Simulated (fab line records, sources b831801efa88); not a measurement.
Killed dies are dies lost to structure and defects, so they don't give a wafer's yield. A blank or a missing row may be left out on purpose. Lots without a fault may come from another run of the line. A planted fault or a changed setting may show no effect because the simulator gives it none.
Chamber matching | flow sky130 | SKY_FIELD_ISO_ETCH_15 on rie_diel-01: 4 sister chambers
The step etches the open film in CHF3/O2, stops on Si, target depth 180 nm, time 72 s. 4 wafers are shown with their chamber, then 10 later ones without.

WAFERS WITH THEIR CHAMBER
wafer  | chamber | drypump_motor_current_A (A)
L084.5 | 3       | 5.89
L084.6 | 1       | 6.34
L085.1 | 0       | 6.13
L085.5 | 2       | 5.68

WAFERS WITHOUT THEIR CHAMBER
wafer  | drypump_motor_current_A (A)
L085.6 | 5.86
L089.1 | 5.89
L089.2 | 6.35
L089.5 | 5.69
L092.1 | 5.92
L092.4 | 5.65
L092.5 | 6.12
L097.1 | 5.65
L097.2 | 5.86
L097.5 | 6.12

WHICH CHAMBER EACH WENT THROUGH
wafer  | from the rows above | in truth
L085.6 | 3                   | 3
L089.1 | 3                   | 3
L089.2 | 1                   | 1
L089.5 | 2                   | 2
L092.1 | 3                   | 3
L092.4 | 2                   | 2
L092.5 | 0                   | 0
L097.1 | 2                   | 2
L097.2 | 3                   | 3
L097.5 | 0                   | 0
Placed correctly: 10 of 10. Can't be placed from these rows: 0. Placed wrongly: 0.
How it was worked out, from the rows above alone: a wafer's distance from a chamber is the root of the sum, over the readings, of the square of ((its reading less the chamber's mean) divided by the reading's scatter). The wafer belongs to the nearest chamber; if the next one is less than 2 further off, it can't be placed. A chamber's mean is the mean of its shown wafers. The scatter: with one shown wafer a chamber, the root of the mean of the squares of how far each hidden wafer lies from its nearest shown one.
